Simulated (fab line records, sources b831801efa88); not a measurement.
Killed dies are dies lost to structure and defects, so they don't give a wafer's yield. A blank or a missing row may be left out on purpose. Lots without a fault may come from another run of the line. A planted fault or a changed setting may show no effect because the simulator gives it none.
fab line records | flow sky130
record lots=12 wafers=36 last_day=50
route steps=708 shown FIELD_ISO@15 VT_ADJUST_LVTN@104 PAD_OPEN@708
lots that met no fault: from a run of the same line without faults
start_h: hours from the record's first day to the start of the lot's first wafer shown | wait_h: hours since the lot's step before | " the same as in the row above | L1.1+2: a row that stands for several wafers | - no value, or no start given | * or withheld: withheld | < > ~ a bound
route shown NAME@n: a module of which the file shows steps, and the number in the route of the first | usual: mean/standard deviation of fault-free wafers | same: alike in all rows | chamber/n: place in a boat | sites: the reading at each site | _std_site: their standard deviation | _edge_site: outer sites' mean less inner sites' | radius_mm: how far each site lies from the wafer's centre | mask NAME#n: copy n | behind: the tool/chamber that last shaped the wafer | hold: why the lot was held/for how many hours/how that ended | device: the transistor (n, p or np) that didn't switch | end of line: the same wafers' tests at the end of the route | a step without rows: its recipe alone | killed: dies lost to structure and defects at the first sort, not the wafer's yield | map: a wafer's dies, x killed, . not, _ none there
set.NAME: the setting as run; set.NAME@STEP: as run at that earlier step | model.NAME: the simulator's own value behind a step, which no gauge read
steps of the route over a sample of lots; a table a step, a row a wafer
services: from which hour (start_h, from the record's first day; less than 0 if before it) a tool's chamber was out of use, for how many hours, and why
## steps
# step SKY_FIELD_ISO_ETCH_14
# recipe chemistry=N2/H2 target=BARC ion_energy_ev=200 source_w=500 bias_w=100 pressure_mtorr=30 n2_flow_sccm=100 h2_flow_sccm=200 stop_on=SiO2 time_s=45.9 target_depth_a=600
# usual drypump_motor_current_A=5.7/0.64 n2_flow_sccm=100.02/0.26 oes_product_au=0.854/0.0046 throttle_valve_pct=13.224/0.009
# columns lot.wafer tool chamber start_h wait_h drypump_motor_current_A n2_flow_sccm oes_product_au rf_hours_counter_h throttle_valve_pct
L277.2 rie_diel-02 2 28.93 0.1 5.4 100.29 0.849 15 13.219
L277.5 " 3 " " 6.2 99.68 0.853 - 13.234
L277.6 " 0 " " 6.1 100.01 0.859 - 13.233
L278.2 rie_diel-04 0 33.97 0.1 6.3 100.28 0.857 1 13.246
L278.3 " 3 " " 6.2 100.04 0.852 12 13.225
L278.4 " 0 " " 6.3 99.76 0.849 - 13.229
L279.3 rie_diel-04 0 39.42 0.1 6.3 100.02 0.853 1 13.217
L279.4 " 0 " " 6.3 99.96 0.848 - 13.220
L279.6 " 1 " " 5.6 100.29 0.853 - 13.225
L280.2 rie_diel-03 0 47.03 0.1 4.9 99.97 0.857 89 13.211
L280.3 " 1 " " 5.4 100.22 0.857 66 13.225
L280.6 " 1 " " 5.4 100.04 0.856 - 13.219
L281.2 rie_diel-03 2 50.23 0.1 6.7 99.82 0.845 148 13.217
L281.3 " 0 " " 4.9 100.24 0.860 89 13.218
L281.5 " 0 " " 4.9 100.21 0.855 - 13.233
L282.2 rie_diel-03 2 54.45 0.1 6.7 100.14 0.861 148 13.229
L282.5 " 2 " " 6.7 99.63 0.855 - 13.211
L282.6 " 3 " " 4.9 99.85 0.856 - 13.249
L284.3 rie_diel-03 2 64.68 0.1 6.7 99.91 0.855 149 13.217
L284.4 " 3 " " 4.8 100.17 0.852 - 13.215
L284.6 " 2 " " 6.7 99.94 0.849 - 13.218
L285.1 rie_diel-03 2 70.43 0.1 6.8 100.11 0.856 149 13.225
L285.3 " 0 " " 4.9 100.23 0.869 89 13.217
L285.4 " 3 " " 4.9 100.03 0.857 - 13.226
L290.3 rie_diel-03 2 96.35 0.1 6.8 99.94 0.854 149 13.232
L290.4 " 0 " " 4.9 99.78 0.853 90 13.217
L290.5 " 3 " " 4.9 99.94 0.855 - 13.227
L291.1 rie_diel-02 3 100.37 0.1 6.2 100.31 0.858 18 13.216
L291.2 " 0 " " 6.1 100.21 0.844 7 13.218
L291.5 " 1 " " 5.2 99.96 0.858 - 13.220
L297.1 rie_diel-03 2 134.47 0.1 6.7 100.02 0.854 150 13.214
L297.5 " 1 " " 5.4 99.80 0.851 - 13.217
L297.6 " 2 " " 6.8 100.49 0.844 - 13.223
L299.2 rie_diel-04 2 143.40 0.1 5.7 99.88 0.864 2 13.234
L299.4 " 3 " " 6.2 99.85 0.857 14 13.222
L299.5 " 3 " " 6.1 99.92 0.864 - 13.217
# step SKY_FIELD_ISO_STRIP_16
# recipe chemistry=O2/N2 power_w=1400 pressure_mtorr=1500 platen_temp_c=withheld o2_flow_sccm=3000 n2_flow_sccm=300 overash_fraction=0.5
# usual drypump_motor_current_A=5.61/0.25 n2_flow_sccm=299.9/0.82 oes_product_au=0.379/0.0053 strip_time_to_endpoint_s=3.57/0.036
# columns lot.wafer tool chamber start_h wait_h drypump_motor_current_A n2_flow_sccm oes_product_au rf_hours_counter_h strip_time_to_endpoint_s
L277.2 plasma_asher-01 1 29.03 0.0 6.01 299.8 0.374 37 3.53
L277.5 " 1 " " 6.04 300.2 0.368 - 3.54
L277.6 " 0 " " 5.57 301.5 0.379 - 3.58
L278.2 plasma_asher-01 0 34.07 0.0 5.54 301.1 0.381 37 3.61
L278.3 " 1 " " 6.07 299.6 0.373 - 3.57
L278.4 " 0 " " 5.55 300.0 0.381 - 3.59
L279.3 plasma_asher-04 1 39.55 0.1 5.27 299.7 0.389 - 3.64
L279.4 " 0 " " 5.76 300.7 0.384 - 3.57
L279.6 " 0 " " 5.77 300.0 0.384 - 3.62
L280.2 plasma_asher-01 1 47.13 0.0 6.05 298.1 0.377 39 3.55
L280.3 " 1 " " 5.99 299.6 0.377 - 3.53
L280.6 " 0 " " 5.54 301.0 0.382 - 3.54
L281.2 plasma_asher-02 1 50.33 0.0 5.56 299.0 0.380 35 3.52
L281.3 " 1 " " 5.56 298.6 0.379 - 3.55
L281.5 " 0 " " 5.41 300.1 0.374 - 3.56
L282.2 plasma_asher-01 1 54.55 0.0 6.04 299.2 0.382 40 3.56
L282.5 " 0 " " 5.54 299.5 0.373 - 3.54
L282.6 " 1 " " 6.01 299.5 0.373 - 3.58
L284.3 plasma_asher-01 1 64.82 0.1 6.01 299.8 0.382 - 3.53
L284.4 " 0 " " 5.54 299.9 0.384 - 3.60
L284.6 " 1 " " 6.06 300.3 0.384 - 3.54
L285.1 plasma_asher-01 0 70.53 0.0 5.56 300.1 0.377 42 3.55
L285.3 " 1 " " 6.03 300.0 0.374 - 3.57
L285.4 " 0 " " 5.55 300.3 0.375 - 3.56
L290.3 plasma_asher-02 0 96.48 0.1 5.42 299.3 0.374 - 3.54
L290.4 " 1 " " 5.56 299.1 0.378 - 3.58
L290.5 " 0 " " 5.43 299.5 0.382 - 3.59
L291.1 plasma_asher-01 1 100.47 0.0 6.03 299.8 0.377 45 3.54
L291.2 " 0 " " 5.55 300.0 0.367 45 3.57
L291.5 " 0 " " 5.55 298.9 0.379 - 3.58
L297.1 plasma_asher-02 1 134.57 0.0 5.57 300.7 0.378 2 3.51
L297.5 " 0 " " 5.43 299.2 0.373 - 3.49
L297.6 " 1 " " 5.58 298.5 0.385 - 3.54
L299.2 plasma_asher-04 0 143.50 0.0 5.72 299.3 0.381 45 3.55
L299.4 " 1 " " 5.23 300.0 0.385 - 3.57
L299.5 " 0 " " 5.70 300.7 0.389 - 3.60
# step SKY_FIELD_ISO_CMP_27
# recipe stop_on=Si3N4 t_overpolish_s=16 down_force_psi=4 platen_rpm=60 target_thk_nm=457.8 pad_velocity_m_s=0.94248
# usual motor_current_A=12.0/1.2 overpolish_run_s=16.001/0.0099 time_to_endpoint_s=110/3.9
# columns lot.wafer tool chamber start_h wait_h motor_current_A overpolish_run_s time_to_endpoint_s
L277.2 cmp-01 3 34.18 0.1 13.4 16.005 114
L277.6 " 1 " " 11.7 16.010 107
L277.5 " 2 " " 12.0 16.025 110
L278.4 cmp-01 2 38.50 0.0 12.1 16.002 114
L278.3 " 3 " " 13.7 15.997 116
L278.2 " 1 " " 11.7 16.008 114
L279.3 cmp-02 1 43.89 0.0 10.5 16.007 113
L279.4 " 3 " " 10.9 16.006 112
L279.6 " 2 " " 11.3 15.995 105
L280.3 cmp-01 3 51.21 0.1 12.8 16.000 114
L280.2 " 0 " " 14.6 15.996 110
L280.6 " 2 " " 12.0 15.995 112
L281.2 cmp-02 1 55.54 0.1 10.6 16.005 107
L281.3 " 3 " " 10.4 16.015 110
L281.5 " 0 " " 11.2 15.996 107
L282.2 cmp-01 1 58.55 0.1 11.3 16.003 113
L282.5 " 0 " " 14.7 15.986 115
L282.6 " 1 " " 11.4 15.985 105
L284.3 cmp-01 3 70.20 0.0 12.8 16.004 118
L284.4 " 2 " " 11.8 15.990 115
L284.6 " 0 " " 14.6 16.023 112
L285.3 cmp-01 2 74.67 0.1 12.1 16.016 106
L285.4 " 3 " " 12.6 16.014 111
L285.1 " 0 " " 15.0 16.011 106
L290.4 cmp-01 3 102.11 0.0 12.8 15.999 111
L290.3 " 2 " " 12.0 16.017 217
L290.5 " 3 " " 13.0 15.998 110
L291.1 cmp-02 3 106.55 0.1 10.9 16.000 116
L291.2 " 0 " " 11.7 15.996 111
L291.5 " 2 " " 11.4 16.003 111
L297.1 cmp-02 1 139.33 0.1 11.2 15.999 114
L297.5 " 2 " " 11.5 16.004 109
L297.6 " 3 " " 10.5 15.998 110
L299.2 cmp-02 3 148.99 0.0 11.0 15.994 112
L299.4 " 2 " " 12.1 16.000 109
L299.5 " 0 " " 11.5 15.995 109
# step SKY_VT_ADJUST_LVTN_OVL_MEAS_07
# usual VT_ADJUST_LVTN_OVL=0.0/1.5
# columns lot.wafer tool chamber start_h wait_h VT_ADJUST_LVTN_OVL[nm]
L277.2 overlay-01 - 140.77 - 1.6
L277.5 " - " " 1.6
L277.6 " - " " 0.8
L278.2 overlay-01 - 146.08 - 1.6
L278.3 " - " " 0.9
L278.4 " - " " -0.7
L279.3 overlay-01 - 156.12 - -1.2
L279.4 " - " " -1.5
L279.6 " - " " -0.5
L280.2 overlay-02 - 164.07 - -0.3
L280.3 " - " " 0.8
L280.6 " - " " 0.4
L281.2 overlay-02 - 168.03 - -0.8
L281.3 " - " " -4.0
L281.5 " - " " 2.4
L282.2 overlay-02 - 170.22 - -3.7
L282.5 " - " " -2.8
L282.6 " - " " -0.9
L284.3 overlay-01 - 186.27 - 0.0
L284.4 " - " " -0.6
L284.6 " - " " 0.4
L285.1 overlay-01 - 191.26 - 1.0
L285.3 " - " " 1.3
L285.4 " - " " -0.6
L290.3 overlay-02 - 228.27 - 0.6
L290.4 " - " " -0.6
L290.5 " - " " 0.4
L291.1 overlay-02 - 235.76 - -0.8
L291.2 " - " " 0.4
L291.5 " - " " -0.2
L297.1 overlay-01 - 276.43 - -0.7
L297.5 " - " " -0.4
L297.6 " - " " 0.9
L299.2 overlay-01 - 288.87 - 1.0
L299.4 " - " " 1.2
L299.5 " - " " -0.2
# step SKY_PAD_OPEN_PROBE_99
# usual killed_at_M0_to_M3=44/6 killed_at_M4_up=2.9/1.5 killed_at_contacts=24/4.9 killed_at_front_end=16/4.3 killed_at_other=0.3/0.54 killed_dies=87/8.7 killed_open=48/6.7 killed_short=39/5.9
# same gross_dies=492 killed_at_back_side=0
# columns lot.wafer tool chamber start_h wait_h killed_at_M0_to_M3 killed_at_M4_up killed_at_contacts killed_at_front_end killed_at_other killed_dies killed_open killed_short
L277.2 prober-02 - 1081.68 0.1 45 3 22 25 0 95 57 38
L277.5 prober-02 - 1081.83 0.2 53 3 18 22 0 96 55 41
L277.6 prober-02 - 1081.88 0.2 43 4 23 20 0 90 47 43
L280.2 prober-02 - 1101.98 0.1 43 4 32 14 0 93 53 40
L280.3 prober-02 - 1102.03 0.2 47 4 24 14 1 90 43 47
L280.6 prober-02 - 1102.18 0.2 36 2 26 17 0 81 46 35
L291.1 prober-02 - 1153.82 0.1 47 4 20 21 0 92 46 45
L291.2 prober-02 - 1153.87 0.1 42 4 31 23 0 100 56 44
L291.5 prober-02 - 1154.02 0.2 51 5 18 19 0 93 51 42
# killed by level:class
L277.2 VIA1:geometric_particle:open=12 CONTACT:geometric_particle:open=10 LI_CONTACT:geometric_particle:open=7 VIA1:geometric_particle:short=7 METAL1:geometric_particle:short=6 FIELD_ISO:geometric_particle:open=5 POLY_GATE:geometric_particle:short=5 POLY_GATE:geometric_particle:open=5
L277.5 VIA1:geometric_particle:open=15 VIA2:geometric_particle:open=9 CONTACT:geometric_particle:open=8 METAL2:geometric_particle:short=8 POLY_GATE:geometric_particle:short=7 VIA1:geometric_particle:short=6 VIA3:geometric_particle:open=5 FIELD_ISO:geometric_particle:open=4
L277.6 CONTACT:geometric_particle:open=9 VIA1:geometric_particle:short=7 VIA2:geometric_particle:open=6 VIA1:geometric_particle:open=6 FIELD_ISO:geometric_particle:open=5 POLY_GATE:geometric_particle:open=5 METAL1:geometric_particle:short=5 VIA3:geometric_particle:open=5
L280.2 CONTACT:geometric_particle:open=11 VIA2:geometric_particle:open=10 LI_CONTACT:geometric_particle:open=9 VIA1:geometric_particle:open=8 LOCAL_INTERCONNECT:geometric_particle:short=7 VIA3:geometric_particle:open=6 FIELD_ISO:geometric_particle:short=5 METAL3:geometric_particle:short=5
L280.3 CONTACT:geometric_particle:short=10 VIA3:geometric_particle:open=10 POLY_GATE:geometric_particle:open=7 VIA2:geometric_particle:open=7 LOCAL_INTERCONNECT:geometric_particle:short=6 VIA2:geometric_particle:short=5 METAL2:geometric_particle:short=5 CONTACT:geometric_particle:open=4
L280.6 CONTACT:geometric_particle:open=9 VIA1:geometric_particle:open=9 FIELD_ISO:geometric_particle:short=6 METAL2:geometric_particle:short=6 VIA3:geometric_particle:open=6 CONTACT:geometric_particle:short=5 LI_CONTACT:geometric_particle:open=5 POLY_GATE:geometric_particle:open=5
L291.1 CONTACT:geometric_particle:open=8 VIA1:geometric_particle:open=8 METAL2:geometric_particle:short=8 VIA2:geometric_particle:open=8 FIELD_ISO:geometric_particle:short=6 FIELD_ISO:geometric_particle:open=5 POLY_GATE:geometric_particle:short=5 VIA1:geometric_particle:short=4
L291.2 CONTACT:geometric_particle:open=14 METAL1:geometric_particle:short=9 VIA1:geometric_particle:open=9 LI_CONTACT:geometric_particle:open=8 FIELD_ISO:geometric_particle:open=6 POLY_GATE:geometric_particle:open=6 POLY_GATE:geometric_particle:short=5 METAL2:geometric_particle:short=5
L291.5 VIA3:geometric_particle:open=13 VIA1:geometric_particle:open=11 POLY_GATE:geometric_particle:short=8 LI_CONTACT:geometric_particle:open=8 CONTACT:geometric_particle:open=6 METAL2:geometric_particle:short=6 VIA2:geometric_particle:open=5 METAL4:geometric_particle:short=5
## services
# columns tool chamber start_h hours kind
cmp-02 - 5.23 1.1 repair
cmp-01 - 5.99 4.2 repair
rie_diel-02 2 18.43 2.8 repair
cmp-02 - 21.43 2.7 repair
plasma_asher-04 - 23.85 15.6 pm
cmp-02 - 26.45 0.9 repair
cmp-01 - 26.52 0.6 repair
cmp-02 - 29.79 11.2 repair
rie_diel-02 1 32.89 19.4 repair
plasma_asher-02 - 33.49 1.4 repair
cmp-01 - 40.69 0.6 repair
cmp-01 - 41.31 5.6 pm
cmp-01 - 64.00 4.0 pm
rie_diel-03 1 64.20 8.0 repair
cmp-01 - 68.00 - consumable_replace:conditioner
cmp-01 - 68.00 - consumable_replace:pad
cmp-02 - 71.24 3.5 pm
cmp-01 - 75.03 0.4 repair
cmp-01 - 93.69 1.3 repair
rie_diel-04 3 97.70 2.9 repair
plasma_asher-02 - 108.75 9.0 pm
rie_diel-04 3 113.16 3.0 repair
cmp-01 - 119.86 12.8 pm
rie_diel-04 - 135.40 2.8 pm
## key
first_sign step=SKY_FIELD_ISO_CMP_27 reading=time_to_endpoint_s direction=up sigmas=27 usual=* struck=*
effect none on later readings
met_at SKY_FIELD_ISO_CMP_27
struck_lots L290
struck_wafers L290.3
tester_left_out L290
not_acting_at SKY_FIELD_ISO_ETCH_14,SKY_FIELD_ISO_STRIP_16,SKY_VT_ADJUST_LVTN_OVL_MEAS_07
onset_between 74.67 102.11
fault kind=process_parameter_drift tool=cmp-01 chamber=2 onset_h=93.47 steps=SKY_FIELD_ISO_CMP_27 channel=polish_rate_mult offset=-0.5 shape=step end_h=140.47
# tester_left_out: of these lots the tester's yield and bins aren't shown, on N5 and GAA mostly nor the transistor test; their killed dies are dies lost to structure and defects alone, not to doping, threshold or leakage, so they don't give the yield
